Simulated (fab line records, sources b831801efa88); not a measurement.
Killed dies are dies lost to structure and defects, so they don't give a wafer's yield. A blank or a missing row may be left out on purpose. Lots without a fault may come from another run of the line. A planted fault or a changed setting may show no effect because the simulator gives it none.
fab line records | flow gf180mcu
record lots=6 wafers=18 last_day=33
route steps=602 shown MIM@524 M5@526 PASSIVATION@602
lots that met no fault: from a run of the same line without faults
start_h: hours from the record's first day to the start of the lot's first wafer shown | wait_h: hours since the lot's step before | " the same as in the row above | L1.1+2: a row that stands for several wafers | - no value, or no start given | * or withheld: withheld | < > ~ a bound
route shown NAME@n: a module of which the file shows steps, and the number in the route of the first | usual: mean/standard deviation of fault-free wafers | same: alike in all rows | chamber/n: place in a boat | sites: the reading at each site | _std_site: their standard deviation | _edge_site: outer sites' mean less inner sites' | radius_mm: how far each site lies from the wafer's centre | mask NAME#n: copy n | behind: the tool/chamber that last shaped the wafer | hold: why the lot was held/for how many hours/how that ended | device: the transistor (n, p or np) that didn't switch | end of line: the same wafers' tests at the end of the route | a step without rows: its recipe alone | killed: dies lost to structure and defects at the first sort, not the wafer's yield | map: a wafer's dies, x killed, . not, _ none there
set.NAME: the setting as run; set.NAME@STEP: as run at that earlier step | model.NAME: the simulator's own value behind a step, which no gauge read
lots at some steps of the route; a table a step, a row a wafer
services: from which hour (start_h, from the record's first day; less than 0 if before it) a tool's chamber was out of use, for how many hours, and why
## steps
# step GF_MIM_STRIP_21
# recipe chemistry=post_etch_residue_remover time_s=1200 temp_c=72.5
# step GF_MIM_CLEAN_22
# recipe chemistry=DIW dry=n2_spin
# step GF_M5_DEHYDRATE_00
# recipe temp_c=200 time_s=60
# step GF_M5_HMDS_01
# recipe prime_time_s=60 prime_temp_c=120
# step GF_M5_COAT_02
# recipe resist=KrF spin_rpm=withheld resist_thk_nm=1000
# step GF_M5_SOFTBAKE_03
# recipe temp_c=130 time_s=60 resist=KrF
# step GF_M5_EXPOSE_04
# recipe mask_id=Metal5 target_cd_nm=280 na=0.68 source_shape=conventional sigma_outer=0.6 dose_mj=28
# step GF_M5_PEB_05
# recipe peb_temp_c=135 peb_time_s=90 resist=KrF
# step GF_M5_DEVELOP_06
# recipe develop_time_s=60 dev_temp_c=21
# step GF_M5_CD_MEAS_07
# recipe target_cd_nm=280
# usual cd_nm=279.9/0.97
# columns lot.wafer tool chamber start_h wait_h cd_nm
L509.1 cd_sem-02 - 605.20 0.1 280.8
L509.4 " - " " 283.2
L509.6 " - " " 282.1
L515.3 cd_sem-01 - 653.91 0.1 280.9
L515.4 " - " " 280.9
L515.5 " - " " 280.2
L523.1 cd_sem-02 - 714.62 0.1 280.8
L523.3 " - " " 280.4
L523.6 " - " " 280.4
L525.1 cd_sem-02 - 722.90 0.1 278.8
L525.2 " - " " 280.3
L525.5 " - " " 278.9
L527.1 cd_sem-01 - 734.72 0.1 280.7
L527.3 " - " " 280.6
L527.5 " - " " 280.6
L528.1 cd_sem-02 - 740.88 0.2 278.7
L528.3 " - " " 278.2
L528.4 " - " " 278.1
# step GF_M5_OVL_MEAS_08
# usual M5_OVL=5/6
# columns lot.wafer tool chamber start_h wait_h M5_OVL[nm]
L509.1 overlay-02 - 605.32 0.1 14
L509.4 " - " " 4
L509.6 " - " " 15
L515.3 overlay-02 - 654.01 0.1 -1
L515.4 " - " " -1
L515.5 " - " " -1
L523.1 overlay-02 - 714.74 0.1 1
L523.3 " - " " 2
L523.6 " - " " -8
L525.1 overlay-01 - 723.02 0.1 2
L525.2 " - " " -10
L525.5 " - " " 10
L527.1 overlay-02 - 734.84 0.1 2
L527.3 " - " " -1
L527.5 " - " " -3
L528.1 overlay-01 - 741.00 0.1 3
L528.3 " - " " 6
L528.4 " - " " 2
# step GF_M5_ETCH_09
# recipe chemistry=CF4/O2 target=Si3N4 target_depth_nm=52 source_w=800 bias_w=150 pressure_mtorr=150 cf4_flow_sccm=80 O2_flow_sccm=10 time_s=11.6
# usual drypump_motor_current_A=5.59/0.25 oes_product_au=0.998/0.011 rf_fwd_power_W=784/3.9 throttle_valve_pct=5.969/0.0095
# columns lot.wafer tool chamber start_h wait_h drypump_motor_current_A oes_product_au rf_fwd_power_W rf_hours_counter_h throttle_valve_pct
L509.1 rie_diel-02 3 605.35 0.0 5.49 1.003 790 29 5.955
L509.4 " 2 " " 5.19 1.003 779 23 5.973
L509.6 " 0 " " 5.83 1.003 793 - 5.971
L515.3 rie_diel-01 3 654.03 0.0 5.36 1.008 782 23 5.969
L515.4 " 2 " " 5.56 0.989 786 9 5.973
L515.5 " 2 " " 5.57 0.988 785 - 5.961
L523.1 rie_diel-02 2 714.78 0.0 5.21 0.994 780 27 5.980
L523.3 " 1 " " 6.08 0.989 785 8 5.971
L523.6 " 2 " " 5.21 0.997 781 - 5.963
L525.1 rie_diel-01 3 723.05 0.0 5.35 0.987 784 26 5.967
L525.2 " 0 " " 5.73 0.997 785 27 5.973
L525.5 " 3 " " 5.29 1.002 784 - 5.971
L527.1 rie_diel-01 0 734.88 0.0 5.74 1.015 783 27 5.976
L527.3 " 1 " " 5.33 1.004 784 7 5.983
L527.5 " 2 " " 5.55 0.995 783 - 5.968
L528.1 rie_diel-03 0 741.03 0.0 5.91 0.974 782 11 5.961
L528.3 " 1 " " 5.45 0.999 782 3 5.983
L528.4 " 2 " " 5.69 0.988 780 49 5.966
# step GF_M5_METAL_ETCH_10
# recipe chemistry=Cl2/BCl3 mask_material=KrF target_depth_nm=627.5 stop_on=SiO2 pressure_mtorr=8 icp_w=800 bias_w=140 Cl2_flow_sccm=80 bcl3_flow_sccm=40 time_s=104.6
# usual drypump_motor_current_A=5.7/0.39 oes_product_au=0.971/0.007 rf_fwd_power_W=794/3.5 throttle_valve_pct=28.252/0.011
# columns lot.wafer tool chamber start_h wait_h drypump_motor_current_A oes_product_au rf_fwd_power_W rf_hours_counter_h throttle_valve_pct model.M5.feature_depth_nm model.etch.depth_nm model.KrF_of_M5_COAT_02.thk_nm
L509.1 rie_metal-01 1 605.38 0.0 5.1 0.975 789 12 28.256 604.1 604.1 700.3
L509.4 " 1 " " 5.0 0.973 793 - 28.248 607.4 607.4 700.7
L509.6 " 1 " " 5.1 0.976 794 - 28.243 605.3 605.3 698.7
L515.3 rie_metal-03 0 654.09 0.0 5.7 0.974 795 - 28.250 598.7 598.7 703.2
L515.4 " 1 " " 5.7 0.983 796 - 28.259 596.5 596.5 701.8
L515.5 " 0 " " 5.7 0.966 788 - 28.261 597.8 597.8 704.8
L523.1 rie_metal-01 0 714.80 0.0 6.2 0.926 667 13 28.306 550.5 550.5 731.5
L523.3 " 0 " " 6.2 0.915 669 - 28.311 546.9 546.9 731.2
L523.6 " 1 " " 5.1 0.977 791 - 28.245 607.6 607.6 700.2
L525.1 rie_metal-01 1 723.08 0.0 5.0 0.972 793 4 28.257 601.7 601.7 704.8
L525.2 " 0 " " 6.2 0.917 657 14 28.310 541.6 541.6 736.7
L525.5 " 0 " " 6.2 0.914 661 - 28.308 543.9 543.9 732
L527.1 rie_metal-02 0 734.90 0.0 5.7 0.975 795 11 28.251 600.4 600.4 693.7
L527.3 " 1 " " 6.2 0.974 797 - 28.247 598 598 697.5
L527.5 " 0 " " 5.7 0.958 797 - 28.266 598.8 598.8 695.8
L528.1 rie_metal-02 0 741.06 0.0 5.7 0.978 797 11 28.251 608.3 608.3 694
L528.3 " 0 " " 5.7 0.981 797 - 28.236 606.2 606.2 696.2
L528.4 " 0 " " 5.7 0.976 799 - 28.250 603.5 603.5 696.3
# step GF_M5_STRIP_11
# recipe chemistry=O2/N2 power_w=1400 pressure_mtorr=1500 platen_temp_c=250 o2_flow_sccm=3000 n2_flow_sccm=300 overash_fraction=0.5
# usual drypump_motor_current_A=5.5/0.44 heater_power_w=321/12 oes_product_au=0.543/0.0047 strip_time_to_endpoint_s=7.54/0.042
# columns lot.wafer tool chamber start_h wait_h drypump_motor_current_A heater_power_w oes_product_au rf_hours_counter_h strip_time_to_endpoint_s
L509.1 plasma_asher-04 1 605.60 0.2 4.8 302 0.538 94 7.53
L509.4 " 1 " " 4.8 310 0.543 - 7.53
L509.6 " 0 " " 5.5 322 0.536 - 7.53
L515.3 plasma_asher-04 0 654.20 0.1 5.5 322 0.548 - 7.57
L515.4 " 1 " " 4.8 311 0.542 - 7.55
L515.5 " 0 " " 5.6 316 0.538 - 7.58
L523.1 plasma_asher-04 0 714.95 0.1 5.5 321 0.550 106 7.86
L523.3 " 1 " " 4.8 302 0.558 - 7.83
L523.6 " 0 " " 5.6 320 0.542 - 7.55
L525.1 plasma_asher-03 0 723.19 0.1 6.1 323 0.555 91 7.59
L525.2 " 1 " " 5.5 344 0.569 91 7.89
L525.5 " 0 " " 6.1 324 0.559 - 7.85
L527.1 plasma_asher-03 1 735.01 0.1 5.4 337 0.546 92 7.49
L527.3 " 1 " " 5.4 346 0.547 - 7.51
L527.5 " 1 " " 5.5 341 0.539 - 7.50
L528.1 plasma_asher-02 0 741.28 0.2 5.4 317 0.543 67 7.47
L528.3 " 1 " " 6.0 317 0.542 - 7.49
L528.4 " 0 " " 5.4 318 0.535 - 7.51
# step GF_M5_STRIP_12
# recipe chemistry=post_etch_residue_remover time_s=1200 temp_c=72.5
# step GF_PASSIVATION_PROBE_99
# columns lot.wafer tool chamber start_h wait_h model.etest.diode_pplus_nwell.over_limit model.etest.p_drift.short model.etest.via2_chain.short model.etest.via1_chain.short model.etest.ppoly_sal.short model.etest.iso_pplus_pwell.over_limit model.etest.nplus_u.short model.etest.contact_nplus.short
L509.1+4+6 prober-02 - 671.59 0.1 0 0 0 0 0 0 0 0
L515.3+4+5 prober-02 - 716.22 0.2 0 0 0 0 0 0 0 0
L523.1+3 prober-01 - 771.19 0.1 1 1 1 1 1 1 1 1
L523.6 prober-01 - 771.44 0.2 0 0 0 0 0 0 0 0
L525.1 prober-01 - 778.44 0.1 0 0 0 0 0 0 0 0
L525.2+5 prober-01 - 778.49 0.1 1 1 1 1 1 1 1 1
L527.1+3+5 prober-01 - 794.79 0.1 0 0 0 0 0 0 0 0
L528.1+3+4 prober-02 - 795.23 0.1 0 0 0 0 0 0 0 0
# killed by level:class
L509.1 V5:geometric_particle:open=7 V2:geometric_particle:open=6 V4:geometric_particle:open=5 CONTACT:geometric_particle:open=3 M1:geometric_particle:short=3 V1:geometric_particle:open=3 V1:geometric_particle:short=2 V2:geometric_particle:short=2
L509.4 V4:geometric_particle:open=6 V5:geometric_particle:open=4 CONTACT:geometric_particle:open=3 M2:geometric_particle:open=3 M5:geometric_particle:open=3 CONTACT:geometric_particle:short=2 V1:geometric_particle:short=2 M2:geometric_particle:short=2
L509.6 V1:geometric_particle:open=6 V5:geometric_particle:open=6 V3:geometric_particle:open=5 STI:geometric_particle:short=4 V4:geometric_particle:open=3 STI:geometric_particle:open=2 CONTACT:geometric_particle:open=2 SAB:geometric_particle:short=1
L515.3 V3:geometric_particle:open=7 V5:geometric_particle:open=5 STI:geometric_particle:short=4 V2:geometric_particle:open=4 STI:geometric_particle:open=3 CONTACT:geometric_particle:short=3 CONTACT:geometric_particle:open=3 V1:geometric_particle:open=3
L515.4 V4:geometric_particle:open=6 CONTACT:geometric_particle:open=5 V1:geometric_particle:open=5 V5:geometric_particle:open=5 M1:geometric_particle:short=3 M2:geometric_particle:short=3 V2:geometric_particle:short=3 V2:geometric_particle:open=3
L515.5 CONTACT:geometric_particle:open=7 V1:geometric_particle:open=6 V3:geometric_particle:open=6 CONTACT:geometric_particle:short=5 M1:geometric_particle:short=5 V3:geometric_particle:short=4 STI:geometric_particle:short=3 STI:geometric_particle:open=3
L527.1 V5:geometric_particle:open=8 CONTACT:geometric_particle:open=4 V3:geometric_particle:open=4 V3:geometric_particle:short=3 STI:geometric_particle:open=2 POLY_GATE:geometric_particle:short=2 SALICIDE:geometric_particle:short=2 V1:geometric_particle:short=2
L527.3 V1:geometric_particle:open=5 V2:geometric_particle:short=5 M5:geometric_particle:short=5 V3:geometric_particle:open=4 V5:geometric_particle:short=3 V4:geometric_particle:open=3 POLY_GATE:geometric_particle:open=2 CONTACT:geometric_particle:short=2
L527.5 V4:geometric_particle:open=8 V2:geometric_particle:open=7 V3:geometric_particle:open=7 V4:geometric_particle:short=4 V1:geometric_particle:open=3 M3:geometric_particle:short=3 V5:geometric_particle:open=3 STI:geometric_particle:open=2
L528.1 V1:geometric_particle:open=5 V4:geometric_particle:open=5 STI:geometric_particle:short=4 M4:geometric_particle:short=4 V2:geometric_particle:open=4 SAB:geometric_particle:short=3 M1:geometric_particle:short=3 V1:geometric_particle:short=3
L528.3 CONTACT:geometric_particle:open=7 V4:geometric_particle:open=7 V5:geometric_particle:open=4 V2:geometric_particle:open=4 CONTACT:geometric_particle:short=3 M3:geometric_particle:short=3 M4:geometric_particle:short=3 V1:geometric_particle:open=2
L528.4 V5:geometric_particle:open=8 STI:geometric_particle:open=4 V2:geometric_particle:open=3 M5:geometric_particle:short=3 STI:geometric_particle:short=2 CONTACT:geometric_particle:open=2 M1:geometric_particle:short=2 SAB:geometric_particle:short=1
## services
# columns tool chamber start_h hours kind
plasma_asher-03 - 595.57 2.8 pm
rie_metal-02 - 599.28 0.2 repair
rie_metal-01 0 604.34 2.3 repair
rie_metal-01 1 606.68 - clean
rie_metal-01 1 606.68 19.3 scheduled_down
rie_metal-01 1 606.68 19.3 vent_cycle
rie_diel-03 0 608.58 4.6 repair
rie_diel-03 2 649.83 10.0 repair
plasma_asher-02 - 654.20 14.6 pm
rie_metal-02 - 676.41 0.4 repair
plasma_asher-03 - 688.70 4.1 repair
rie_diel-01 - 697.30 0.1 repair
rie_metal-01 0 699.67 2.9 repair
plasma_asher-03 - 708.34 1.6 repair
rie_diel-01 - 719.55 0.8 repair
plasma_asher-04 - 733.75 9.0 pm
plasma_asher-04 0 733.75 9.0 vent_cycle
plasma_asher-04 1 733.75 9.0 vent_cycle
rie_diel-02 1 733.79 16.5 repair
rie_metal-01 0 737.00 - clean
rie_metal-01 0 737.00 28.0 scheduled_down
rie_metal-02 0 737.84 2.3 repair
rie_metal-02 1 738.67 52.4 repair
rie_diel-02 3 739.46 3.0 repair
## key
first_sign step=GF_M5_METAL_ETCH_10 reading=rf_fwd_power_W direction=down sigmas=38 usual=794 struck=663
effect step=GF_M5_METAL_ETCH_10 reading=oes_product_au direction=down sigmas=7.6 usual=0.971 struck=0.918
effect step=GF_M5_STRIP_11 reading=strip_time_to_endpoint_s direction=up sigmas=7.6 usual=* struck=*
model_effect step=GF_M5_METAL_ETCH_10 value=M5.feature_depth_nm without=599.6 struck=545.7
model_effect step=GF_PASSIVATION_PROBE_99 value=etest.diode_pplus_nwell.over_limit without=0 struck=1
met_at GF_M5_METAL_ETCH_10
struck_wafers L523.1,L523.3,L525.2,L525.5
sort_left_out L523.1,L523.3,L525.2,L525.5
fault kind=process_parameter_drift tool=rie_metal-01 chamber=0 onset_h=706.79 steps=GF_M5_METAL_ETCH_10 channel=icp_w offset=-128 shape=step end_h=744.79 acts_in=these_recipes_only stated=800
# sort_left_out: the simulated sort isn't trusted on such a fault, so these wafers' sort isn't shown, and their yield isn't known
